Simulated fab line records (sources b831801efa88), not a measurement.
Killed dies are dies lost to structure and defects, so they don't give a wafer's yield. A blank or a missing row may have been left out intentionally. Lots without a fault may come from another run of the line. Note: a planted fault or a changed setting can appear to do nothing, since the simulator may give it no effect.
fab line records    flow sfq_line
record: lots: 5  wafers: 15  last_day: 83
route steps=325 shown L0@5 L0V@16
lots that met no fault: taken from a fault-free run of the same line
start_h: the number of hours between the record's first day and the start of the first shown wafer of the lot    wait_h: hours elapsed since this lot's preceding step    " the same as in the row above    L1.1+2: several wafers, shown together as one row    - no value present, or no start provided    * or withheld: withheld    < > ~ a bound
route shown NAME@n: a module of which the file shows steps, and the number in the route of the first    usual: mean/standard deviation of fault-free wafers    same: alike in all rows    chamber/n: place in a boat    sites: per-site readings    _std_site: the standard deviation of these    _edge_site: inner sites' mean taken away from outer sites' mean    radius_mm: for every site, how far away it sits from the centre of the wafer    mask NAME#n: copy n    behind: tool/chamber where the wafer was last shaped    hold: cause of the lot's hold/its duration in hours/its outcome    device: which transistor (n, p or np) failed to switch    end of line: tests of these same wafers at the route's end    for a step that has no rows: nothing shown but its recipe    killed: at the first sort, the dies lost to defects and structure; wafer yield is something else    map: a wafer's dies, x killed, . not, _ none there
set.NAME: the setting the step ran with; set.NAME@STEP: the setting that earlier step ran with    model.NAME: the simulator's own value behind a step, which no gauge read
lots seen at some steps along the route; tables by step, rows by wafer
services: the hour from which a tool's chamber was out of use, counted from the record's first day as start_h (under 0 if before that day), plus the number of hours and why
== steps ==
step: SFQ_L0_THK_MEAS_902
recipe: thk_meas_gauge: xrf  reads: MoNx_KI_of_TRILAYER_L0_DEP_SPUTTER_003
usual: L0_MONX_KI_THK: 39.7/0.48
lot.wafer  tool           chamber  start_h  wait_h  L0_MONX_KI_THK[nm]
L470.2     film_metro-02  -        32.69    0.1     39.2
L470.3     "              -        "        "       39.5
L470.5     "              -        "        "       39.3
L475.1     film_metro-04  -        57.68    0.1     40.5
L475.2     "              -        "        "       40.3
L475.3     "              -        "        "       40.8
L477.1     film_metro-02  -        67.68    0.1     39.4
L477.4     "              -        "        "       39.4
L477.5     "              -        "        "       39.1
L479.2     film_metro-04  -        77.69    0.1     40.5
L479.3     "              -        "        "       39.7
L479.4     "              -        "        "       40.9
L489.1     film_metro-02  -        127.68   0.1     39.3
L489.2     "              -        "        "       39.7
L489.3     "              -        "        "       39.2
step: SFQ_TRILAYER_L0_LITHO_COAT_010
recipe: resist: BARC  spin_rpm: 3000  resist_thk_nm: 62
step: SFQ_TRILAYER_L0_LITHO_COAT_005
recipe: resist: KrF  spin_rpm: 3000  resist_thk_nm: 600
step: SFQ_TRILAYER_L0_LITHO_SOFTBAKE_009
recipe: temp_c: withheld  time_s: withheld  resist: KrF
step: SFQ_TRILAYER_L0_LITHO_EXPOSE_006
recipe: mask_id: L0  na: 0.6  source_shape: conventional  sigma_outer: 0.65  target_cd_nm: 2000  dose_mj: 14.4
step: SFQ_TRILAYER_L0_LITHO_PEB_008
recipe: peb_temp_c: 115  peb_time_s: 60  resist: KrF
step: SFQ_TRILAYER_L0_LITHO_DEVELOP_007
recipe: time_s: 60  resist: KrF
step: SFQ_TRILAYER_L0_BARC_OPEN_METAL_ETCH_010
recipe: mask_material: PR  chemistry: O2  target_depth_nm: 125  target: BARC  icp_w: 600  bias_w: 80  pressure_mtorr: 10  time_s: 41.7
usual: drypump_motor_current_A: 5.6/0.51  oes_product_au: 0.685/0.005
same: time_s: 41.7
lot.wafer  tool          chamber  start_h  wait_h  drypump_motor_current_A  oes_product_au  rf_hours_counter_h
L470.2     rie_metal-03  0        102.61   0.1     5.9                      0.686           196
L470.3     "             1        "        "       5.0                      0.690           -
L470.5     "             0        "        "       5.9                      0.687           -
L475.1     rie_metal-03  1        125.93   0.1     5.0                      0.676           81
L475.2     "             0        "        "       6.0                      0.685           200
L475.3     "             1        "        "       5.0                      0.687           -
L477.1     rie_metal-03  1        135.53   0.1     5.0                      0.682           83
L477.4     "             0        "        "       5.9                      0.686           -
L477.5     "             0        "        "       5.9                      0.696           -
L479.2     rie_metal-01  0        148.66   0.1     5.3                      0.680           35
L479.3     "             1        "        "       5.7                      0.685           -
L479.4     "             0        "        "       5.3                      0.683           -
L489.1     rie_metal-01  1        207.13   0.1     5.7                      0.680           22
L489.2     "             0        "        "       5.3                      0.681           46
L489.3     "             0        "        "       5.4                      0.680           -
step: SFQ_TRILAYER_L0_ETCH_METAL_ETCH_008
recipe: target: MoNx_KI  stop_on: SiO2  mask_material: PR  chemistry: SF6/O2  target_depth_nm: 50  icp_w: 600  bias_w: 80  pressure_mtorr: 10  time_s: 25
usual: drypump_motor_current_A: 5.6/0.51  oes_product_au: 0.874/0.0072
same: time_s: 25
lot.wafer  tool          chamber  start_h  wait_h  drypump_motor_current_A  oes_product_au  rf_hours_counter_h
L470.2     rie_metal-03  0        102.67   0.0     5.9                      0.871           196
L470.3     "             1        "        "       5.0                      0.869           -
L470.5     "             0        "        "       5.9                      0.870           -
L475.1     rie_metal-03  1        125.99   0.0     5.0                      0.886           81
L475.2     "             0        "        "       6.0                      0.885           200
L475.3     "             1        "        "       5.0                      0.886           -
L477.1     rie_metal-03  1        135.59   0.0     5.0                      0.870           83
L477.4     "             0        "        "       6.0                      0.870           -
L477.5     "             0        "        "       6.0                      0.864           -
L479.2     rie_metal-01  0        148.72   0.0     5.3                      0.887           35
L479.3     "             1        "        "       5.7                      0.874           -
L479.4     "             0        "        "       5.3                      0.884           -
L489.1     rie_metal-01  1        207.19   0.0     5.7                      0.865           22
L489.2     "             0        "        "       5.3                      0.868           46
L489.3     "             0        "        "       5.3                      0.867           -
step: SFQ_TRILAYER_L0_STRIP_STRIP_009
recipe: gas: O2  power_w: 200  platen_temp_c: 40  overash_fraction: 0.65  chemistry: O2  pressure_mtorr: 50
usual: drypump_motor_current_A: 5.6/0.51  oes_product_au: 1.001/0.0072
lot.wafer  tool          chamber  start_h  wait_h  drypump_motor_current_A  oes_product_au  rf_hours_counter_h
L470.2     rie_metal-03  0        102.71   0.0     5.9                      1.004           196
L470.3     "             1        "        "       5.0                      0.998           -
L470.5     "             0        "        "       5.9                      0.999           -
L475.1     rie_metal-03  1        126.04   0.0     5.0                      1.000           81
L475.2     "             0        "        "       6.0                      0.993           200
L475.3     "             1        "        "       5.0                      1.005           -
L477.1     rie_metal-03  1        135.64   0.0     5.0                      1.002           83
L477.4     "             0        "        "       6.0                      1.008           -
L477.5     "             0        "        "       6.0                      1.004           -
L479.2     rie_metal-01  0        148.76   0.0     5.3                      0.998           35
L479.3     "             1        "        "       5.7                      0.996           -
L479.4     "             0        "        "       5.3                      1.005           -
L489.1     rie_metal-01  1        207.24   0.0     5.7                      0.999           22
L489.2     "             0        "        "       5.3                      1.021           46
L489.3     "             0        "        "       5.3                      1.005           -
step: SFQ_TRILAYER_L0_STRIP_SOLV_CLEAN_010
recipe: chemistry: NMP  temp_c: 70  time_s: 600
step: SFQ_TRILAYER_L0_CAP_PECVD_011
recipe: material: SiO2  temp_c: 150  time_s: 13.333  pressure_torr: 2.4  rf_w: 183.3  precursor: SiH4/N2O  target_thk_nm: 60
usual: heater_power_w: 81/16  throttle_valve_pct: 25.7/1.2
same: time_s: 13.333
lot.wafer  tool      chamber  start_h  wait_h  heater_power_w  throttle_valve_pct
L470.2     pecvd-02  1        103.49   0.0     49              27.1
L470.3     "         0        "        "       79              24.9
L470.5     "         2        "        "       84              25.8
L475.1     pecvd-03  1        126.81   0.0     77              24.4
L475.2     "         0        "        "       102             25.7
L475.3     "         2        "        "       86              25.5
L477.1     pecvd-03  0        136.41   0.0     96              25.4
L477.4     "         0        "        "       100             26.0
L477.5     "         1        "        "       80              24.5
L479.2     pecvd-03  0        149.54   0.0     88              25.8
L479.3     "         2        "        "       94              25.3
L479.4     "         0        "        "       93              26.0
L489.1     pecvd-03  2        208.01   0.0     85              25.2
L489.2     "         1        "        "       75              24.7
L489.3     "         0        "        "       92              25.8
step: SFQ_TRILAYER_L0_VIA_LITHO_COAT_018
recipe: resist: BARC  spin_rpm: 3000  resist_thk_nm: 62
lot.wafer  tool            chamber  start_h  wait_h  model.BARC_of_TRILAYER_L0_VIA_LITHO_COAT_018.thk_nm
L470.2     litho_track-02  0        103.56   0.1     61.62
L470.3     "               0        "        "       61.61
L470.5     "               0        "        "       61.56
L475.1+2   litho_track-04  0        126.83   0.0     62.23
L475.3     "               0        "        "       62.09
L477.1     litho_track-03  0        136.43   0.0     61.93
L477.4     "               0        "        "       62.07
L477.5     "               0        "        "       62.04
L479.2     litho_track-03  0        149.61   0.1     61.84
L479.3     "               0        "        "       62.01
L479.4     "               0        "        "       61.89
L489.1     litho_track-02  0        208.04   0.0     64.37
L489.2     "               0        "        "       61.91
L489.3     "               0        "        "       61.69
step: SFQ_TRILAYER_L0_VIA_LITHO_COAT_013
recipe: resist: KrF  spin_rpm: 3000  resist_thk_nm: 650
step: SFQ_TRILAYER_L0_VIA_LITHO_SOFTBAKE_017
recipe: temp_c: withheld  time_s: withheld  resist: KrF
step: SFQ_TRILAYER_L0_VIA_LITHO_EXPOSE_014
recipe: mask_id: L0V  na: 0.6  source_shape: conventional  sigma_outer: 0.65  target_cd_nm: 700  dose_mj: 21.3
step: SFQ_TRILAYER_L0_VIA_LITHO_PEB_016
recipe: peb_temp_c: 115  peb_time_s: 60  resist: KrF
step: SFQ_TRILAYER_L0_VIA_LITHO_DEVELOP_015
recipe: time_s: 60  resist: KrF
step: SFQ_L0V_OVL_MEAS_903
usual: L0V_OVL: 0/4.6
lot.wafer  tool        chamber  start_h  wait_h  L0V_OVL[nm]
L470.2     overlay-01  -        180.74   0.1     4
L470.3     "           -        "        "       5
L470.5     "           -        "        "       5
L475.1     overlay-02  -        205.93   0.1     -6
L475.2     "           -        "        "       -8
L475.3     "           -        "        "       -7
L477.1     overlay-01  -        215.53   0.1     0
L477.4     "           -        "        "       -5
L477.5     "           -        "        "       1
L479.2     overlay-01  -        232.31   0.1     -4
L479.3     "           -        "        "       -4
L479.4     "           -        "        "       -2
L489.1     overlay-02  -        291.89   0.1     0
L489.2     "           -        "        "       2
L489.3     "           -        "        "       -4
step: SFQ_TRILAYER_L0_VIA_BARC_OPEN_VIA_ETCH_021
recipe: mask_material: PR  chemistry: O2  target_depth_nm: 125  target: BARC  source_w: 500  bias_w: 80  pressure_mtorr: 30  time_s: 41.7
usual: drypump_motor_current_A: 5.6/0.44  oes_product_au: 0.685/0.0046
same: time_s: 41.7
lot.wafer  tool         chamber  start_h  wait_h  drypump_motor_current_A  oes_product_au  rf_hours_counter_h  model.etch.depth_nm
L470.2     rie_diel-04  0        180.77   0.0     6.1                      0.676           12                  61.62
L470.3     "            3        "        "       5.6                      0.688           3                   61.61
L470.5     "            2        "        "       5.5                      0.688           -                   61.56
L475.1     rie_diel-04  2        205.97   0.0     5.6                      0.683           148                 62.23
L475.2     "            3        "        "       5.6                      0.686           4                   62.23
L475.3     "            1        "        "       4.8                      0.686           1                   62.09
L477.1     rie_diel-02  2        215.57   0.0     5.6                      0.684           4                   61.93
L477.4     "            1        "        "       5.1                      0.687           119                 62.07
L477.5     "            3        "        "       5.3                      0.688           -                   62.04
L479.2     rie_diel-02  3        232.34   0.0     5.3                      0.686           8                   61.84
L479.3     "            1        "        "       5.1                      0.685           119                 62.01
L479.4     "            0        "        "       6.4                      0.680           10                  61.89
L489.1     rie_diel-02  2        291.92   0.0     5.6                      0.700           5                   64.37
L489.2     "            0        "        "       6.4                      0.690           11                  61.91
L489.3     "            1        "        "       5.1                      0.683           120                 61.69
step: SFQ_TRILAYER_L0_VIA_ETCH_VIA_ETCH_016
recipe: target: SiO2  stop_on: MoNx_KI  mask_material: PR  chemistry: CHF3  target_depth_nm: 80  source_w: 500  bias_w: 80  pressure_mtorr: 30  time_s: withheld
usual: drypump_motor_current_A: 5.6/0.44  oes_product_au: 0.843/0.0071
lot.wafer  tool         chamber  start_h  wait_h  drypump_motor_current_A  oes_product_au
L470.2     rie_diel-04  0        180.81   0.0     6.1                      0.852
L470.3     "            3        "        "       5.6                      0.833
L470.5     "            2        "        "       5.6                      0.852
L475.1     rie_diel-04  2        206.01   0.0     5.6                      0.846
L475.2     "            3        "        "       5.6                      0.838
L475.3     "            1        "        "       4.8                      0.846
L477.1     rie_diel-02  2        215.61   0.0     5.6                      0.845
L477.4     "            1        "        "       5.1                      0.855
L477.5     "            3        "        "       5.3                      0.836
L479.2     rie_diel-02  3        232.38   0.0     5.3                      0.837
L479.3     "            1        "        "       5.1                      0.841
L479.4     "            0        "        "       6.4                      0.852
L489.1     rie_diel-02  2        291.96   0.0     5.6                      0.846
L489.2     "            0        "        "       6.4                      0.835
L489.3     "            1        "        "       5.1                      0.847
== services ==
tool          chamber  start_h  hours  kind
rie_diel-04   1        131.11   -      clean
rie_diel-04   1        131.11   29.5   scheduled_down
rie_diel-04   1        131.11   29.5   vent_cycle
rie_metal-03  0        147.71   -      clean
rie_metal-03  0        147.71   14.8   scheduled_down
rie_metal-03  0        147.71   14.8   vent_cycle
pecvd-03      2        172.83   6.0    repair
pecvd-02      1        181.03   5.4    repair
pecvd-02      -        194.25   14.0   pm
pecvd-02      0        194.25   14.0   vent_cycle
pecvd-02      1        194.25   14.0   vent_cycle
pecvd-02      2        194.25   14.0   vent_cycle
rie_metal-01  -        201.08   2.8    pm
rie_diel-02   -        202.08   3.0    repair
rie_diel-02   0        202.66   5.5    repair
rie_diel-04   2        206.22   7.1    repair
pecvd-02      0        208.25   -      clean
pecvd-02      1        208.25   -      clean
rie_diel-04   2        216.95   -      clean
rie_diel-04   2        216.95   14.1   scheduled_down
rie_diel-04   2        216.95   14.1   vent_cycle
pecvd-02      -        235.74   2.8    pm
rie_metal-03  -        239.28   28.1   pm
pecvd-03      -        282.57   2.0    repair
== key ==
first_sign: step: SFQ_TRILAYER_L0_VIA_BARC_OPEN_VIA_ETCH_021  reading: oes_product_au  direction: up  sigmas: 3.2  usual: 0.685  struck: 0.700
effect none on later readings
model_effect: step: SFQ_TRILAYER_L0_VIA_LITHO_COAT_018  value: BARC_of_TRILAYER_L0_VIA_LITHO_COAT_018.thk_nm  without: 61.93  struck: 64.37
model_effect: step: SFQ_TRILAYER_L0_VIA_BARC_OPEN_VIA_ETCH_021  value: etch.depth_nm  without: 61.93  struck: 64.37
met_at SFQ_TRILAYER_L0_VIA_LITHO_COAT_018
struck_wafers L489.1
onset_between 103.56 208.04
fault: kind: process_parameter_drift  tool: litho_track-02  chamber: -  onset_h: 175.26  steps: SFQ_TRILAYER_L0_VIA_LITHO_COAT_018  channel: resist_thk_nm  offset: 2.4406  shape: step  end_h: 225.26  scope: struck_wafers_only  acts_in: these_recipes_only  stated: 62
